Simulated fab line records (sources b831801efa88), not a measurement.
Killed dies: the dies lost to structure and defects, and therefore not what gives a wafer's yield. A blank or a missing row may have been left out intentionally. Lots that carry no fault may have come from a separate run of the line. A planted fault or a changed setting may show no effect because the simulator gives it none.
fab line records    flow sky130
record lots=12  wafers=36  lastDay=51
route steps=708 shown VIA2@527 METAL5@661 PASSIVATION@681 PAD_OPEN@708
lots with no fault: from the same line, run without faults
startH: hours from the record's opening day to when the first of the lot's shown wafers began    waitH: hours from the lot's prior step to this one    " unchanged from the row above    L1.1+2: one row covering several wafers at once    - no value, or no start was given    * or withheld: withheld    < > ~ a bound
route shown NAME@n: names a module that has steps shown in the file, with the first one's number in the route    usual: the fault-free wafers' mean and standard deviation    same: alike in all rows    chamber/n: place in a boat    sites: readings site by site    _std_site: standard deviation across them    _edge_site: outer sites' mean less inner sites'    radiusMm: how far each site lies from the wafer's centre    mask NAME#n: copy n    behind: the last tool/chamber to shape the wafer    hold: cause of the lot's hold/its duration in hours/its outcome    device: the n, p or np transistor that did not switch    end of line: tests run on the same wafers once the route is complete    where a step has no rows: the recipe by itself    killed: dies lost to structure and defects at the first sort, not the wafer's yield    map: a wafer's dies, marking killed ones x, the rest . and places with no die _
set.NAME: the run value of the setting; set.NAME@STEP: its run value at that earlier step    model.NAME: the simulator's own value behind a step, which no gauge read
route steps across a sampled set of lots; one table per step, one row per wafer
services: when a tool's chamber went out of use (startH, in hours from the record's first day, below 0 if earlier), for how many hours, and the reason
## steps
# step SKY_VIA2_SPUTTER_20
# recipe material=TiN  targetThkNm=20  chamberPressurePa=5  powerW=4000  timeS=80
# usual throttleValvePct=29.8/0.9
lot.wafer  tool           chamber  startH   waitH  throttleValvePct
L456.1     pvdSputter-03  -        889.31   0.0    30.9
L456.3     "              -        "        "      30.0
L456.5     "              -        "        "      30.8
L457.1     pvdSputter-03  -        906.80   0.0    31.0
L457.5     "              -        "        "      30.8
L457.6     "              -        "        "      30.2
L458.4     pvdSputter-04  -        912.54   0.0    28.5
L458.5     "              -        "        "      28.5
L458.6     "              -        "        "      30.8
L459.2     pvdSputter-04  -        914.63   0.0    30.7
L459.5     "              -        "        "      28.5
L459.6     "              -        "        "      29.0
L460.2     pvdSputter-03  -        916.93   0.0    30.0
L460.4     "              -        "        "      29.5
L460.5     "              -        "        "      30.9
L461.4     pvdSputter-03  -        937.93   0.0    30.0
L461.5     "              -        "        "      30.6
L461.6     "              -        "        "      30.2
L463.1     pvdSputter-03  -        941.75   0.0    29.6
L463.5     "              -        "        "      30.3
L463.6     "              -        "        "      30.9
L467.2     pvdSputter-03  -        972.72   0.0    30.9
L467.4     "              -        "        "      29.9
L467.5     "              -        "        "      30.2
L469.1     pvdSputter-04  -        987.17   0.0    29.3
L469.2     "              -        "        "      30.6
L469.3     "              -        "        "      28.6
L472.4     pvdSputter-04  -        998.56   0.0    30.4
L472.5     "              -        "        "      28.7
L472.6     "              -        "        "      30.9
L474.3     pvdSputter-04  -        1014.54  0.0    29.1
L474.5     "              -        "        "      28.7
L474.6     "              -        "        "      29.3
L475.1     pvdSputter-04  -        1026.56  0.0    29.2
L475.4     "              -        "        "      29.4
L475.5     "              -        "        "      31.0
# step SKY_METAL5_SPUTTER_00
# recipe material=Ti  targetThkNm=15  powerW=3000  timeS=10  chamberPressurePa=0.4
# usual throttleValvePct=29.9/0.93
lot.wafer  tool           chamber  startH   waitH  throttleValvePct
L456.1     pvdSputter-04  -        1046.63  0.2    28.4
L456.3     "              -        "        "      29.2
L456.5     "              -        "        "      28.6
L457.1     pvdSputter-04  -        1062.66  0.2    29.3
L457.5     "              -        "        "      30.6
L457.6     "              -        "        "      29.1
L458.4     pvdSputter-04  -        1067.72  0.2    30.4
L458.5     "              -        "        "      30.9
L458.6     "              -        "        "      30.6
L459.2     pvdSputter-01  -        1068.31  0.2    28.4
L459.5     "              -        "        "      31.3
L459.6     "              -        "        "      29.0
L460.2     pvdSputter-02  -        1069.96  0.2    31.0
L460.4     "              -        "        "      30.2
L460.5     "              -        "        "      30.9
L461.4     pvdSputter-02  -        1088.40  0.1    31.1
L461.5     "              -        "        "      29.9
L461.6     "              -        "        "      30.1
L463.1     pvdSputter-02  -        1091.47  0.2    30.7
L463.5     "              -        "        "      30.0
L463.6     "              -        "        "      29.7
L467.2     pvdSputter-02  -        1119.21  0.1    30.3
L467.4     "              -        "        "      31.0
L467.5     "              -        "        "      30.4
L469.1     pvdSputter-02  -        1131.55  0.1    30.3
L469.2     "              -        "        "      29.8
L469.3     "              -        "        "      31.1
L472.4     pvdSputter-02  -        1139.56  0.1    29.8
L472.5     "              -        "        "      30.2
L472.6     "              -        "        "      29.9
L474.3     pvdSputter-01  -        1154.56  0.2    28.6
L474.5     "              -        "        "      29.0
L474.6     "              -        "        "      31.3
L475.1     pvdSputter-01  -        1166.29  0.1    28.4
L475.4     "              -        "        "      28.9
L475.5     "              -        "        "      28.9
# step SKY_METAL5_RS_MEAS_05
# recipe thkMeasGauge=four-point-probe  reads=TiN_of_METAL5_SPUTTER_04+Ti_of_METAL5_SPUTTER_03+AlCu_of_METAL5_SPUTTER_02+TiN_of_METAL5_SPUTTER_01+Ti_of_METAL5_SPUTTER_00
# usual METAL5_ALCU_RS=0.0283/0.00035
lot.wafer  tool          chamber  startH   waitH  METAL5_ALCU_RS[ohm/sq]
L456.1     filmMetro-01  -        1046.80  0.0    0.0286
L456.3     "             -        "        "      0.0283
L456.5     "             -        "        "      0.0284
L457.1     filmMetro-01  -        1062.82  0.0    0.0288
L457.5     "             -        "        "      0.0288
L457.6     "             -        "        "      0.0286
L458.4     filmMetro-02  -        1067.95  0.1    0.0280
L458.5     "             -        "        "      0.0279
L458.6     "             -        "        "      0.0285
L459.2     filmMetro-02  -        1068.50  0.0    0.0283
L459.5     "             -        "        "      0.0290
L459.6     "             -        "        "      0.0291
L460.2     filmMetro-01  -        1070.15  0.0    0.0277
L460.4     "             -        "        "      0.0283
L460.5     "             -        "        "      0.0279
L461.4     filmMetro-03  -        1088.63  0.1    0.0286
L461.5     "             -        "        "      0.0287
L461.6     "             -        "        "      0.0285
L463.1     filmMetro-03  -        1091.64  0.0    0.0287
L463.5     "             -        "        "      0.0290
L463.6     "             -        "        "      0.0287
L467.2     filmMetro-01  -        1119.40  0.0    0.0282
L467.4     "             -        "        "      0.0286
L467.5     "             -        "        "      0.0287
L469.1     filmMetro-02  -        1131.72  0.0    0.0281
L469.2     "             -        "        "      0.0280
L469.3     "             -        "        "      0.0281
L472.4     filmMetro-01  -        1139.79  0.1    0.0280
L472.5     "             -        "        "      0.0282
L472.6     "             -        "        "      0.0281
L474.3     filmMetro-01  -        1154.77  0.1    0.0282
L474.5     "             -        "        "      0.0287
L474.6     "             -        "        "      0.0288
L475.1     filmMetro-02  -        1166.45  0.0    0.0282
L475.4     "             -        "        "      0.0287
L475.5     "             -        "        "      0.0285
# step SKY_PASSIVATION_CVD_00
# recipe material=SiO2  targetThkNm=90  tempC=400  timeS=withheld  rfW=600
# usual heaterPowerW=687/91
lot.wafer  tool      chamber  startH   waitH  heaterPowerW
L456.1     pecvd-02  0        1070.74  0.0    644
L456.3     "         1        "        "      587
L456.5     "         1        "        "      586
L457.1     pecvd-03  1        1085.60  0.0    891
L457.5     "         0        "        "      660
L457.6     "         2        "        "      621
L459.2     pecvd-03  2        1090.34  0.0    647
L459.5     "         1        "        "      691
L459.6     "         0        "        "      651
L458.4     pecvd-01  1        1090.35  0.0    646
L458.5     "         0        "        "      627
L458.6     "         2        "        "      763
L460.2     pecvd-03  1        1091.57  0.0    721
L460.4     "         0        "        "      627
L460.5     "         2        "        "      720
L461.4     pecvd-01  2        1111.31  0.0    670
L461.5     "         1        "        "      602
L461.6     "         0        "        "      565
L463.1     pecvd-02  1        1113.04  0.0    629
L463.5     "         2        "        "      793
L463.6     "         0        "        "      612
L467.2     pecvd-02  1        1140.66  0.0    628
L467.4     "         0        "        "      599
L467.5     "         1        "        "      656
L469.1     pecvd-03  2        1152.51  0.0    646
L469.2     "         0        "        "      679
L469.3     "         1        "        "      789
L472.4     pecvd-01  1        1160.12  0.0    620
L472.5     "         2        "        "      640
L472.6     "         0        "        "      552
L474.3     pecvd-01  1        1174.46  0.0    659
L474.5     "         1        "        "      675
L474.6     "         0        "        "      592
L475.1     pecvd-03  2        1184.59  0.0    730
L475.4     "         1        "        "      836
L475.5     "         2        "        "      723
# step SKY_PAD_OPEN_PROBE_99
# usual defectLimitedYield=82.8/2  killed_at_M0_to_M3=43/6.8  killed_at_M4_up=3.3/1.9  killedAtContacts=24/5.3  killedAtFrontEnd=14/4.3  killedAtOther=0.3/0.62  killedDies=85/9.8  killedOnRim=17/3.9  killedOpen=46/8  killedShort=39/5.9  sort_bin_3_pad_short=0.8/0.39  sort_bin_5_function=10.2/1.5  sort_bin_6_memory=6.2/1.2  sortNPass=407/9.8  sortYieldPct=82.8/2
# same grossDies=492  killedAtBackSide=0  sort_bin_4_leakage[%]=0  sort_bin_8_speed[%]=0
lot.wafer  tool       chamber  startH   waitH  defectLimitedYield[%]  killed_at_M0_to_M3  killed_at_M4_up  killedAtContacts  killedAtFrontEnd  killedAtOther  killedDies  killedOnRim  killedOpen  killedShort  sort_bin_3_pad_short[%]  sort_bin_5_function[%]  sort_bin_6_memory[%]  sortNPass  sortYieldPct[%]
L456.1     prober-01  -        1115.19  0.1    84.6                   31                  8                25                11                1              76          13           45          31           0.4                      10.4                    4.7                   416        84.6
L456.3     prober-01  -        1115.29  0.2    86.4                   33                  4                19                10                1              67          13           29          38           1.0                      8.1                     4.5                   425        86.4
L456.5     prober-01  -        1115.39  0.2    82.1                   53                  2                21                12                0              88          18           43          45           1.0                      10.2                    6.7                   404        82.1
L457.1     prober-02  -        1128.88  0.1    77.0                   53                  3                35                22                0              113         26           65          48           1.2                      13.8                    7.9                   379        77.0
L457.5     prober-02  -        1129.08  0.2    82.9                   37                  5                27                15                0              84          14           45          39           1.2                      7.9                     7.9                   408        82.9
L457.6     prober-02  -        1129.13  0.2    81.9                   51                  1                23                14                0              89          15           51          38           0.4                      11.8                    5.9                   403        81.9
L458.4     prober-01  -        1134.36  0.2    83.3                   43                  3                23                12                1              82          16           45          37           1.4                      9.6                     5.7                   410        83.3
L458.5     prober-01  -        1134.41  0.2    80.9                   45                  5                37                7                 0              94          19           43          51           0.8                      13.2                    5.1                   398        80.9
L458.6     prober-01  -        1134.46  0.2    84.3                   34                  1                25                17                0              77          19           41          36           0.2                      9.8                     5.7                   415        84.3
L459.2     prober-02  -        1134.58  0.1    82.7                   44                  7                22                12                0              85          17           36          49           0.8                      11.2                    5.3                   407        82.7
L459.5     prober-02  -        1134.73  0.2    84.8                   36                  0                27                10                2              75          13           43          32           0.2                      9.6                     5.5                   417        84.8
L459.6     prober-02  -        1134.78  0.2    81.1                   55                  3                24                11                0              93          20           62          31           1.0                      11.2                    6.7                   399        81.1
L460.2     prober-01  -        1136.61  0.1    79.3                   51                  7                27                17                0              102         15           54          48           1.0                      12.0                    7.7                   390        79.3
L460.4     prober-01  -        1136.71  0.2    84.3                   43                  3                18                13                0              77          15           46          31           0.4                      9.6                     5.7                   415        84.3
L460.5     prober-01  -        1136.76  0.2    84.6                   44                  1                16                15                0              76          17           40          36           0.4                      9.6                     5.5                   416        84.6
L461.4     prober-02  -        1154.19  0.2    80.5                   42                  5                29                20                0              96          21           47          49           1.4                      10.8                    7.3                   396        80.5
L461.5     prober-02  -        1154.24  0.2    82.9                   42                  8                18                16                0              84          14           52          32           0.8                      10.4                    5.9                   408        82.9
L461.6     prober-02  -        1154.29  0.2    80.1                   44                  6                32                16                0              98          20           58          40           0.8                      11.2                    7.9                   394        80.1
L463.1     prober-02  -        1156.43  0.1    78.7                   50                  1                35                18                1              105         14           59          46           1.0                      13.0                    7.3                   387        78.7
L463.5     prober-02  -        1156.63  0.2    81.5                   47                  1                26                17                0              91          21           41          50           0.4                      10.8                    7.3                   401        81.5
L463.6     prober-02  -        1156.68  0.2    77.4                   64                  1                22                24                0              111         26           42          39           2.2                      13.0                    7.3                   381        77.4
L467.2     prober-02  -        1181.77  0.1    74.8                   82                  2                33                5                 2              124         28           52          41           3.3                      15.2                    6.7                   368        74.8
L467.4     prober-02  -        1181.87  0.2    84.3                   41                  2                22                12                0              77          11           43          34           1.6                      8.5                     5.5                   415        84.3
L467.5     prober-02  -        1181.92  0.2    83.1                   46                  1                22                12                2              83          23           47          36           1.2                      11.4                    4.3                   409        83.1
L469.1     prober-02  -        1191.43  0.1    85.2                   38                  4                20                11                0              73          18           34          39           0.8                      8.9                     5.1                   419        85.2
L469.2     prober-02  -        1191.48  0.1    81.9                   45                  1                22                21                0              89          15           47          42           1.2                      11.2                    5.7                   403        81.9
L469.3     prober-02  -        1191.53  0.2    82.5                   30                  3                32                21                0              86          19           44          42           1.0                      10.2                    6.3                   406        82.5
L472.4     prober-01  -        1199.12  0.2    83.3                   40                  5                24                13                0              82          15           43          39           1.4                      9.1                     6.1                   410        83.3
L472.5     prober-01  -        1199.17  0.2    82.5                   41                  3                30                12                0              86          8            49          37           0.8                      10.4                    6.3                   406        82.5
L472.6     prober-01  -        1199.22  0.2    81.7                   46                  3                26                13                2              90          17           42          48           0.8                      10.2                    7.3                   402        81.7
L474.3     prober-01  -        1210.93  0.2    83.1                   44                  2                26                10                1              83          21           46          37           0.4                      10.0                    6.5                   409        83.1
L474.5     prober-01  -        1211.03  0.2    84.1                   42                  6                13                16                1              78          16           40          38           1.0                      7.7                     7.1                   414        84.1
L474.6     prober-01  -        1211.08  0.2    81.5                   54                  3                24                10                0              91          19           51          40           1.4                      11.4                    5.7                   401        81.5
L475.1     prober-02  -        1220.02  0.1    85.2                   44                  3                20                6                 0              73          11           39          34           0.6                      9.8                     4.5                   419        85.2
L475.4     prober-02  -        1220.17  0.2    83.9                   46                  4                18                11                0              79          16           42          37           0.8                      8.7                     6.5                   413        83.9
L475.5     prober-02  -        1220.22  0.2    82.3                   52                  3                17                15                0              87          13           44          43           1.0                      10.6                    6.1                   405        82.3
# killed by level:class
L456.1 VIA1:geometricParticle:open=8 CONTACT:geometricParticle:open=8 POLY_GATE:geometricParticle:open=6 VIA2:geometricParticle:open=5 LI_CONTACT:geometricParticle:open=5 METAL4:geometricParticle:short=5 CONTACT:geometricParticle:short=4 LOCAL_INTERCONNECT:geometricParticle:short=4
L456.3 VIA2:geometricParticle:open=7 CONTACT:geometricParticle:open=6 LI_CONTACT:geometricParticle:open=5 CONTACT:geometricParticle:short=5 VIA1:geometricParticle:open=5 VIA1:geometricParticle:short=5 METAL1:geometricParticle:short=4 VIA2:geometricParticle:short=4
L456.5 VIA1:geometricParticle:open=12 CONTACT:geometricParticle:open=7 METAL1:geometricParticle:short=7 VIA1:geometricParticle:short=6 VIA3:geometricParticle:open=6 METAL1:geometricParticle:open=5 METAL2:geometricParticle:short=5 FIELD_ISO:geometricParticle:short=4
L457.1 VIA1:geometricParticle:open=15 CONTACT:geometricParticle:open=14 VIA3:geometricParticle:open=10 METAL1:geometricParticle:short=10 LI_CONTACT:geometricParticle:open=8 VIA2:geometricParticle:open=7 CONTACT:geometricParticle:short=6 METAL2:geometricParticle:short=6
L457.5 CONTACT:geometricParticle:open=12 VIA1:geometricParticle:open=10 LOCAL_INTERCONNECT:geometricParticle:short=8 VIA2:geometricParticle:open=7 FIELD_ISO:geometricParticle:open=5 METAL1:geometricParticle:short=5 FIELD_ISO:geometricParticle:short=4 CONTACT:geometricParticle:short=4
L457.6 CONTACT:geometricParticle:open=11 VIA2:geometricParticle:open=9 VIA3:geometricParticle:open=7 VIA1:geometricParticle:open=6 VIA1:geometricParticle:short=6 CONTACT:geometricParticle:short=6 METAL3:geometricParticle:short=6 METAL1:geometricParticle:short=6
L458.4 CONTACT:geometricParticle:open=10 VIA1:geometricParticle:open=9 LI_CONTACT:geometricParticle:open=8 METAL2:geometricParticle:short=7 VIA1:geometricParticle:short=5 METAL1:geometricParticle:short=4 METAL3:geometricParticle:short=4 VIA3:geometricParticle:open=4
L458.5 VIA1:geometricParticle:open=12 LOCAL_INTERCONNECT:geometricParticle:short=8 LI_CONTACT:geometricParticle:open=8 CONTACT:geometricParticle:short=8 VIA1:geometricParticle:short=7 CONTACT:geometricParticle:open=7 VIA2:geometricParticle:open=7 LI_CONTACT:geometricParticle:short=5
L458.6 VIA1:geometricParticle:open=9 VIA2:geometricParticle:open=9 LI_CONTACT:geometricParticle:open=8 CONTACT:geometricParticle:open=6 CONTACT:geometricParticle:short=6 FIELD_ISO:geometricParticle:short=5 VIA1:geometricParticle:short=5 METAL2:geometricParticle:short=5
L459.2 METAL1:geometricParticle:short=11 VIA1:geometricParticle:open=7 METAL4:geometricParticle:short=6 LI_CONTACT:geometricParticle:open=5 LOCAL_INTERCONNECT:geometricParticle:short=5 CONTACT:geometricParticle:open=5 LI_CONTACT:geometricParticle:short=4 VIA1:geometricParticle:short=4
L459.5 CONTACT:geometricParticle:open=9 LI_CONTACT:geometricParticle:open=8 VIA1:geometricParticle:open=7 METAL2:geometricParticle:short=5 VIA3:geometricParticle:open=5 VIA2:geometricParticle:open=5 FIELD_ISO:geometricParticle:short=4 CONTACT:geometricParticle:short=4
L459.6 VIA3:geometricParticle:open=14 VIA1:geometricParticle:open=11 LI_CONTACT:geometricParticle:open=10 VIA2:geometricParticle:open=10 CONTACT:geometricParticle:open=9 METAL2:geometricParticle:short=6 VIA3:geometricParticle:short=5 POLY_GATE:geometricParticle:open=4
L460.2 VIA1:geometricParticle:open=13 CONTACT:geometricParticle:open=10 CONTACT:geometricParticle:short=7 METAL2:geometricParticle:short=7 METAL3:geometricParticle:short=6 VIA3:geometricParticle:open=6 METAL4:geometricParticle:short=6 METAL1:geometricParticle:short=5
L460.4 VIA1:geometricParticle:open=13 VIA3:geometricParticle:open=6 LI_CONTACT:geometricParticle:open=5 VIA1:geometricParticle:short=5 METAL2:geometricParticle:short=5 VIA2:geometricParticle:open=5 FIELD_ISO:geometricParticle:short=4 CONTACT:geometricParticle:short=4
L460.5 METAL2:geometricParticle:short=8 VIA1:geometricParticle:open=8 CONTACT:geometricParticle:open=7 METAL1:geometricParticle:short=5 LI_CONTACT:geometricParticle:open=4 VIA2:geometricParticle:open=4 VIA3:geometricParticle:open=4 FIELD_ISO:geometricParticle:short=3
L461.4 CONTACT:geometricParticle:open=9 CONTACT:geometricParticle:short=7 VIA3:geometricParticle:open=7 VIA1:geometricParticle:open=6 VIA2:geometricParticle:open=6 POLY_GATE:geometricParticle:short=5 LI_CONTACT:geometricParticle:open=5 METAL2:geometricParticle:short=5
L461.5 VIA1:geometricParticle:open=17 CONTACT:geometricParticle:open=8 FIELD_ISO:geometricParticle:open=6 POLY_GATE:geometricParticle:open=4 METAL1:geometricParticle:short=4 METAL2:geometricParticle:short=4 VIA1:geometricParticle:short=4 VIA2:geometricParticle:open=4
L461.6 VIA1:geometricParticle:open=11 VIA3:geometricParticle:open=10 CONTACT:geometricParticle:open=8 LI_CONTACT:geometricParticle:open=7 CONTACT:geometricParticle:short=7 VIA2:geometricParticle:open=6 POLY_GATE:geometricParticle:short=5 METAL4:geometricParticle:short=5
L463.1 CONTACT:geometricParticle:open=14 VIA1:geometricParticle:short=9 VIA2:geometricParticle:open=9 VIA1:geometricParticle:open=8 LI_CONTACT:geometricParticle:open=7 FIELD_ISO:geometricParticle:open=5 METAL1:geometricParticle:short=5 CONTACT:geometricParticle:short=5
L463.5 CONTACT:geometricParticle:open=11 POLY_GATE:geometricParticle:short=8 METAL1:geometricParticle:short=8 VIA1:geometricParticle:short=7 LI_CONTACT:geometricParticle:open=6 VIA2:geometricParticle:short=5 VIA2:geometricParticle:open=5 VIA3:geometricParticle:short=5
L463.6 VIA2:unspecified=30 VIA1:geometricParticle:open=10 CONTACT:geometricParticle:open=8 POLY_GATE:geometricParticle:open=7 CONTACT:geometricParticle:short=7 POLY_GATE:geometricParticle:short=5 METAL2:geometricParticle:short=5 METAL1:geometricParticle:short=5
L467.2 VIA2:unspecified=31 CONTACT:geometricParticle:open=13 VIA3:geometricParticle:open=12 LI_CONTACT:geometricParticle:open=9 VIA2:geometricParticle:open=6 METAL2:geometricParticle:short=6 VIA1:geometricParticle:open=5 METAL3:geometricParticle:short=5
L467.4 VIA1:geometricParticle:open=13 CONTACT:geometricParticle:open=8 POLY_GATE:geometricParticle:open=6 METAL2:geometricParticle:short=5 VIA3:geometricParticle:open=5 LI_CONTACT:geometricParticle:open=4 LOCAL_INTERCONNECT:geometricParticle:short=4 CONTACT:geometricParticle:short=4
L467.5 VIA1:geometricParticle:open=12 CONTACT:geometricParticle:open=11 VIA3:geometricParticle:open=8 METAL2:geometricParticle:short=7 VIA3:geometricParticle:short=6 FIELD_ISO:geometricParticle:open=5 CONTACT:geometricParticle:short=5 POLY_GATE:geometricParticle:short=4
L469.1 CONTACT:geometricParticle:open=7 METAL1:geometricParticle:short=6 VIA1:geometricParticle:open=6 LI_CONTACT:geometricParticle:open=5 VIA2:geometricParticle:open=5 LOCAL_INTERCONNECT:geometricParticle:short=4 VIA1:geometricParticle:short=4 METAL4:geometricParticle:short=4
L469.2 VIA1:geometricParticle:open=9 VIA2:geometricParticle:open=7 LI_CONTACT:geometricParticle:short=6 LI_CONTACT:geometricParticle:open=6 METAL1:geometricParticle:short=6 FIELD_ISO:geometricParticle:open=5 POLY_GATE:geometricParticle:open=5 CONTACT:geometricParticle:open=5
L469.3 LI_CONTACT:geometricParticle:open=13 VIA1:geometricParticle:open=8 CONTACT:geometricParticle:open=7 POLY_GATE:geometricParticle:short=6 LOCAL_INTERCONNECT:geometricParticle:short=5 FIELD_ISO:geometricParticle:short=4 POLY_GATE:geometricParticle:open=4 VIA1:geometricParticle:short=4
L472.4 VIA1:geometricParticle:open=10 CONTACT:geometricParticle:open=8 LOCAL_INTERCONNECT:geometricParticle:short=7 LI_CONTACT:geometricParticle:open=5 METAL2:geometricParticle:short=5 VIA2:geometricParticle:open=5 VIA3:geometricParticle:open=5 METAL4:geometricParticle:short=5
L472.5 CONTACT:geometricParticle:open=12 LI_CONTACT:geometricParticle:open=9 VIA1:geometricParticle:open=8 METAL1:geometricParticle:short=7 METAL2:geometricParticle:short=6 POLY_GATE:geometricParticle:short=5 VIA3:geometricParticle:open=5 FIELD_ISO:geometricParticle:open=4
L472.6 CONTACT:geometricParticle:open=9 VIA1:geometricParticle:open=8 LI_CONTACT:geometricParticle:open=8 FIELD_ISO:geometricParticle:short=7 METAL2:geometricParticle:short=7 METAL1:geometricParticle:short=6 CONTACT:geometricParticle:short=5 VIA2:geometricParticle:open=5
L474.3 VIA1:geometricParticle:open=12 CONTACT:geometricParticle:open=11 VIA2:geometricParticle:open=9 LI_CONTACT:geometricParticle:open=6 CONTACT:geometricParticle:short=5 METAL2:geometricParticle:short=5 VIA3:geometricParticle:short=5 FIELD_ISO:geometricParticle:short=4
L474.5 VIA1:geometricParticle:open=12 VIA1:geometricParticle:short=8 FIELD_ISO:geometricParticle:open=6 VIA3:geometricParticle:open=6 METAL2:geometricParticle:short=5 METAL4:geometricParticle:short=5 FIELD_ISO:geometricParticle:short=4 VIA2:geometricParticle:open=4
L474.6 VIA1:geometricParticle:open=14 VIA2:geometricParticle:open=10 CONTACT:geometricParticle:open=7 LI_CONTACT:geometricParticle:short=7 METAL2:geometricParticle:short=5 VIA3:geometricParticle:open=5 LI_CONTACT:geometricParticle:open=4 METAL1:geometricParticle:short=4
L475.1 VIA2:geometricParticle:open=8 VIA1:geometricParticle:open=7 METAL2:geometricParticle:short=7 CONTACT:geometricParticle:open=6 LI_CONTACT:geometricParticle:open=5 VIA3:geometricParticle:open=5 LOCAL_INTERCONNECT:geometricParticle:short=4 METAL1:geometricParticle:short=4
L475.4 VIA1:geometricParticle:open=9 CONTACT:geometricParticle:open=7 METAL1:geometricParticle:short=7 METAL2:geometricParticle:short=7 LI_CONTACT:geometricParticle:open=5 VIA2:geometricParticle:open=5 VIA3:geometricParticle:open=5 FIELD_ISO:geometricParticle:open=4
L475.5 VIA1:geometricParticle:open=16 VIA3:geometricParticle:open=7 METAL3:geometricParticle:short=5 FIELD_ISO:geometricParticle:short=4 LOCAL_INTERCONNECT:geometricParticle:short=4 CONTACT:geometricParticle:short=4 METAL2:geometricParticle:short=4 VIA2:geometricParticle:short=4
## services
tool           chamber  startH   hours  kind
pvdSputter-04  0        875.01   -      consumableReplace:kit
pvdSputter-04  0        875.01   18.0   scheduledDown
pvdSputter-04  0        875.01   18.0   ventCycle
pecvd-01       -        919.76   14.6   pm
pvdSputter-02  3        931.91   -      consumableReplace:kit
pvdSputter-02  3        931.91   18.0   scheduledDown
pvdSputter-02  3        931.91   18.0   ventCycle
pecvd-01       -        937.32   2.8    pm
pecvd-01       -        946.94   1.7    repair
pecvd-03       -        961.27   0.7    repair
pecvd-02       0        989.88   4.3    repair
pvdSputter-03  -        991.61   0.9    repair
pvdSputter-01  -        999.56   1.9    repair
pecvd-03       -        1004.35  0.6    repair
pecvd-03       -        1016.41  2.8    pm
pvdSputter-04  3        1021.22  -      consumableReplace:kit
pvdSputter-04  3        1021.22  18.0   scheduledDown
pvdSputter-04  3        1021.22  18.0   ventCycle
pvdSputter-03  -        1041.60  7.9    repair
pecvd-03       1        1066.96  2.4    repair
pvdSputter-04  2        1126.75  -      consumableReplace:kit
pvdSputter-04  2        1126.75  18.0   scheduledDown
pvdSputter-04  2        1126.75  18.0   ventCycle
pvdSputter-01  -        1130.78  1.9    repair
## key
firstSign step=SKY_PAD_OPEN_PROBE_99  reading=sort_bin_3_pad_short  direction=up  sigmas=4.9  usual=0.8  struck=2.7
effect step=SKY_PAD_OPEN_PROBE_99  reading=killed_at_M0_to_M3  direction=up  sigmas=4.5  usual=43  struck=73
metAt SKY_VIA2_SPUTTER_20
struckLots L463,L467
struckWafers L463.6,L467.2
notActingAt SKY_METAL5_SPUTTER_00,SKY_METAL5_RS_MEAS_05,SKY_PASSIVATION_CVD_00
onsetBetween 937.93 941.75
fault kind=chamberParticleSource  tool=pvdSputter-03  chamber=-  onsetH=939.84  steps=SKY_VIA2_SPUTTER_20  ratePerVisitCm2=0.82543  endH=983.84  scope=struckWafersOnly
